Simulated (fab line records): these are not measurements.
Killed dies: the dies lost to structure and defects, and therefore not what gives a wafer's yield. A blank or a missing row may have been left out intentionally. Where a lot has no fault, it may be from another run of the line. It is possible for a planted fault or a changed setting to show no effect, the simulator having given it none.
Comparing a struck lot with a sound one    flow sky130    34 out of 708 route steps
Sound: these wafers, L667.1, L667.3, L667.4. The struck wafers were L657.3, L657.4, L657.5. Last of all comes the cause.
Order at every step that has rows: each side's tool, ch and its chambers, its first start. Under that, the readings that differ: sound wafers    struck wafers    difference of the means    sigmas: that difference in standard deviations of wafers without a fault.
alike: readings whose means differ by less than 2 such deviations, and words and numbers that are the same on both sides. not compared: withheld readings, readings that some wafer has no value for, bounds like >300 that may hide the same value, and numbers for which the record gives no deviation and whose values overlap.
Wherever a step has rows on one side only, a row that says differs or no value, or a row with sigmas, the two part there. Non-overlapping numbers with no deviation appear without sigmas and do not part them. Lack of a reading on every wafer of one side parts them only where that side has two or more wafers.

first, 7 steps without rows for these wafers: SKY_SONOS_TUNNEL_DEVELOP_06 (develop time 57.16 s); SKY_SONOS_TUNNEL_IMPLANT_09; SKY_SONOS_TUNNEL_WET_ETCH_10 (etches SiO2 in dHF, target depth 14 nm, time 280 s); SKY_SONOS_TUNNEL_STRIP_11 (strips in SPM, time 600 s); SKY_SONOS_TUNNEL_CLEAN_13 (cleans in dHF, time 20 s); SKY_SONOS_ONO_OXIDATION_00 (stabilise 600 s, purge 300 s, target thk 2.6 nm); SKY_SONOS_ONO_CVD_02 (deposits Si3N4 from DCS/NH3, target thk 10.5 nm, time 180 s).
SKY_SONOS_ONO_CVD_04: deposits SiO2 from SiH4/N2O, target thk 5.7199 nm.
  sound on lpcvd-03 ch 0, day 17 07:15; struck on lpcvd-03 ch 0, day 13 16:44
reading                                     sound              struck            difference  sigmas
model.SiO2_of_SONOS_ONO_CVD_04.thk nm (nm)  5.651 5.635 5.585  6.227 6.203 6.18  +0.580      
  alike: spike tc upper C
SKY_SONOS_ONO_THK_MEAS_05:
  sound on film metro-02, day 17 08:30; struck on film metro-02, day 13 18:01
reading                    sound           struck          difference  sigmas
SONOS_ONO_CVD_04_THK (nm)  5.65 5.65 5.57  6.24 6.18 6.20  +0.58       +6
then, 23 steps without rows for these wafers: SKY_SONOS_ONO_DEHYDRATE_06 (time 60 s); SKY_SONOS_ONO_HMDS_07 (prime time 60 s); SKY_SONOS_ONO_COAT_08 (resist thk 1140 nm); SKY_SONOS_ONO_SOFTBAKE_09 (time 60 s); SKY_SONOS_ONO_EXPOSE_10 (exposes mask ONOM, target cd 410 nm); SKY_SONOS_ONO_PEB_11; SKY_SONOS_ONO_DEVELOP_12 (develop time 60 s); SKY_SONOS_ONO_ETCH_15 (etches the open film in CHF3/O2, target depth 19.52 nm, time 7.8 s); SKY_SONOS_ONO_WET_ETCH_16 (etches SiO2 in dHF, target depth 14 nm, time 280 s); SKY_SONOS_ONO_STRIP_17 (strips in O2/N2); SKY_SONOS_ONO_WET_ETCH_18 (etches Si3N4 in H3PO4, target depth 15 nm, time 172 s); SKY_GATE_OXIDE_CLEAN_00 (cleans in SC1/SC2, time 150 s); SKY_GATE_OXIDE_OXIDATION_01 (stabilise 600 s, purge 300 s, target thk 10.268 nm); SKY_GATE_OXIDE_DEHYDRATE_03 (time 60 s); SKY_GATE_OXIDE_HMDS_04 (prime time 60 s); SKY_GATE_OXIDE_COAT_05 (resist thk 1140 nm); SKY_GATE_OXIDE_SOFTBAKE_06 (time 60 s); SKY_GATE_OXIDE_EXPOSE_07 (exposes mask LVOM, target cd 600 nm); SKY_GATE_OXIDE_PEB_08; SKY_GATE_OXIDE_DEVELOP_09 (develop time 60 s); SKY_GATE_OXIDE_IMPLANT_11; SKY_GATE_OXIDE_WET_ETCH_12 (etches SiO2 in dHF, target depth 16.8 nm, time 336 s); SKY_GATE_OXIDE_STRIP_13 (strips in O2/N2).
-- the record jumps here: 2 days lie between the struck wafers' starts before and after --
SKY_GATE_OXIDE_CLEAN_15: cleans in SC1/SC2, time 150 s.
  sound on wet bench-04 ch 2, day 19 22:40; struck on wet bench-03 ch 3, day 16 01:14
reading                                     sound              struck             difference  sigmas
model.SiO2_of_SONOS_ONO_CVD_04.thk nm (nm)  4.136 4.123 4.062  4.703 4.692 4.666  +0.580      
-- a jump in the record: the struck wafers' starts before and after are 32 days apart (it breaks off in module GATE_OXIDE and resumes in module PAD_OPEN, where the first step shown is number 708 of the route) --
SKY_PAD_OPEN_PROBE_99:
  sound on prober-02, day 49 20:39; struck on prober-01, day 47 13:52
reading                                  sound                struck                difference  sigmas
model.etest.sonos uncharged.r on ohm um  799.5 803.1 810      832.6 824.9 838.6     +27.8       
model.etest.cap ono.gate log10 a cm2     -8.034 -8.04 -7.871  -8.448 -8.506 -8.55   -0.520      
model.etest.cap ono.gate bv v (V)        16.36 15.99 16.08    17.16 16.57 16.89     +0.73       
model.etest.cap ono.tox acc nm (nm)      12.93 12.96 12.87    13.29 13.43 13.42     +0.46       
model.etest.sonos programmed.vt v (V)    1.399 1.433 1.442    1.171 1.186 1.159     -0.253      
model.etest.sonos erased.vt v (V)        -2.19 -2.237 -2.225  -2.072 -2.049 -2.052  +0.160      
model.etest.sonos baked.vt v (V)         0.9638 1.004 1.015   0.8079 0.6877 0.7222  -0.2550     
  alike: killed_at_M0_to_M3, killed_at_M4_up, killed at contacts, killed at front end, killed at other, killed dies, killed open, killed short
  not compared: model.etest.sonos erased.drive ua um

WHERE THEY PART
At SKY_SONOS_ONO_THK_MEAS_05 and nowhere else, as far as this record goes. Later steps at which nothing parts them and some readings are alike: SKY_PAD_OPEN_PROBE_99.

WHY: whatever the simulator had introduced
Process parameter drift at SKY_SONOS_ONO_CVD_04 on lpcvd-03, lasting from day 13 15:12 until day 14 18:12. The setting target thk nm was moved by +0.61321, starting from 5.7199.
